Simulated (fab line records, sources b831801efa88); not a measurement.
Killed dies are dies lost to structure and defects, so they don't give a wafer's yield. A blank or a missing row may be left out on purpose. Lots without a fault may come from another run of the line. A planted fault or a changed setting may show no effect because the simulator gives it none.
A struck lot beside a sound one | flow sky130 | 17 steps out of a route of 708
Sound: wafers L961.3, L961.4, L961.6. Struck: wafers L966.2, L966.3, L966.4. The cause comes at the end.
At each step with rows: each side's tool, then ch and its chambers, then its first start. Under that, the readings that differ: sound wafers | struck wafers | difference of the means | sigmas: that difference in standard deviations of wafers without a fault.
alike: readings whose means differ by less than 2 such deviations, and words and numbers that are the same on both sides. not compared: withheld readings, readings that some wafer has no value for, bounds like >300 that may hide the same value, and numbers for which the record gives no deviation and whose values overlap.
The two part at a step that has a row with sigmas, a row that says differs or no value, or rows on one side only. Numbers that don't overlap but have no deviation are shown without sigmas and don't part them. A reading that every wafer of one side lacks parts them only if that side has two wafers or more.

SKY_VT_ADJUST_LVTN_OVL_MEAS_07:
  sound on overlay-01, day 7 12:27; struck on overlay-01, day 9 02:06
  reading                 | sound          | struck      | difference | sigmas
  VT_ADJUST_LVTN_OVL (nm) | -1.2 -0.8 -1.8 | 1.6 2.2 1.5 | +3.0       | +2
then, 1 step without rows for these wafers: SKY_VT_ADJUST_LVTN_IMPLANT_08.
SKY_VT_ADJUST_LVTN_STRIP_09: strips in O2/N2.
  sound on plasma_asher-04 ch 0,1, day 7 12:40; struck on plasma_asher-04 ch 0,1, day 9 02:17
  alike: chamber_pressure_mTorr, drypump_motor_current_A, oes_product_au, strip_time_to_endpoint_s
  not compared: rf_hours_counter_h
SKY_VT_ADJUST_LVTN_TW_MEAS_10:
  sound on film_metro-03, day 7 12:45; struck on film_metro-04, day 9 02:23
  reading           | sound             | struck            | difference | sigmas
  VT_ADJUST_LVTN_TW | 239.4 239.3 240.5 | 243.9 245.0 244.5 | +4.7       | +2
then, 7 steps without rows for these wafers: SKY_VT_ADJUST_LVTN_DEHYDRATE_11 (time 60 s); SKY_VT_ADJUST_LVTN_HMDS_12 (prime time 60 s); SKY_VT_ADJUST_LVTN_COAT_13 (resist thk 1140 nm); SKY_VT_ADJUST_LVTN_SOFTBAKE_14 (time 60 s); SKY_VT_ADJUST_LVTN_EXPOSE_15 (exposes mask HVN STD DERIVED, target cd 600 nm); SKY_VT_ADJUST_LVTN_PEB_16; SKY_VT_ADJUST_LVTN_DEVELOP_17 (develop time 60 s).
SKY_VT_ADJUST_LVTN_OVL_MEAS_18:
  sound on overlay-02, day 8 08:57; struck on overlay-02, day 9 23:29
  alike: VT_ADJUST_LVTN_01_OVL
SKY_VT_ADJUST_LVTN_IMPLANT_19:
  sound on implanter-04 ch 0, day 8 09:02; struck on implanter-03 ch 0, day 9 23:32
  reading                   | sound             | struck            | difference | sigmas
  implant_ion_amu           | 11 11 11          | 49 49 49          | +38        |
  model.implant.rp_nm (nm)  | 94.67 94.67 94.67 | 24.37 24.37 24.37 | -70.30     |
  model.implant.drp_nm (nm) | 42.97 42.97 42.97 | 12.97 12.97 12.97 | -30.00     |
  alike: beam_on_s, end_station_pressure_torr
SKY_VT_ADJUST_LVTN_STRIP_20: strips in O2/N2.
  sound on plasma_asher-01 ch 0,1, day 8 09:10; struck on plasma_asher-04 ch 0,1, day 9 23:40
  alike: chamber_pressure_mTorr, drypump_motor_current_A, oes_product_au, strip_time_to_endpoint_s
  not compared: rf_hours_counter_h
SKY_VT_ADJUST_LVTN_TW_MEAS_21:
  sound on film_metro-03, day 8 09:15; struck on film_metro-02, day 9 23:46
  reading             | sound             | struck            | difference | sigmas
  VT_ADJUST_LVTN_2_TW | 188.9 187.9 188.2 | 292.1 290.3 290.5 | +102.6     | +68
then, 1 step without rows for these wafers: SKY_VT_ADJUST_NCORE_DEHYDRATE_00 (time 60 s).
-- the record jumps here: 38 days lie between the struck wafers' starts before and after (it left off in module VT_ADJUST_NCORE and takes up again in module PAD_OPEN, whose first step shown is number 708 of the route) --
SKY_PAD_OPEN_PROBE_99:
  sound on prober-02, day 46 14:01; struck on prober-01, day 47 23:13
  reading                                    | sound                        | struck                        | difference | sigmas
  model.etest.pfet_16v.r_on_ohm_um           | 1.497e+04 1.497e+04 1.48e+04 | 1.542e+04 1.525e+04 1.556e+04 | +4.967e+02 |
  model.etest.res_pwell_under_gate.rs_ohm_sq | 2293 2300 2288               | 2329 2351 2340                | +46        |
  model.etest.pfet_16v.drive_ua_um           | 248.1 249.1 252.2            | 240.1 242 241.6               | -8.6       |
  model.etest.nfet_g5v0d10v5.vt_long_v (V)   | 0.8035 0.802 0.7883          | 0.8528 0.8512 0.8551          | +0.0551    |
  model.etest.nfet_16v.vt_v (V)              | 0.7591 0.7584 0.7453         | 0.8066 0.8057 0.8088          | +0.0528    |
  model.etest.nfet_g5v0d10v5.body_rise_v (V) | 0.6749 0.6703 0.6656         | 0.6454 0.6411 0.6398          | -0.0282    |
  model.etest.nfet_16v.body_rise_v (V)       | 0.6722 0.6671 0.6642         | 0.6403 0.6369 0.6359          | -0.0301    |
  alike: killed_at_M0_to_M3, killed_at_M4_up, killed_at_contacts, killed_at_front_end, killed_at_other, killed_dies, killed_open, killed_short
  not compared: model.etest.tip_n_5v.rs_ohm_sq

WHERE THEY PART
First at SKY_VT_ADJUST_LVTN_OVL_MEAS_07; last, within this record, at SKY_VT_ADJUST_LVTN_TW_MEAS_21. Later steps at which nothing parts them and some readings are alike: SKY_PAD_OPEN_PROBE_99.

WHY: what the simulator had put in
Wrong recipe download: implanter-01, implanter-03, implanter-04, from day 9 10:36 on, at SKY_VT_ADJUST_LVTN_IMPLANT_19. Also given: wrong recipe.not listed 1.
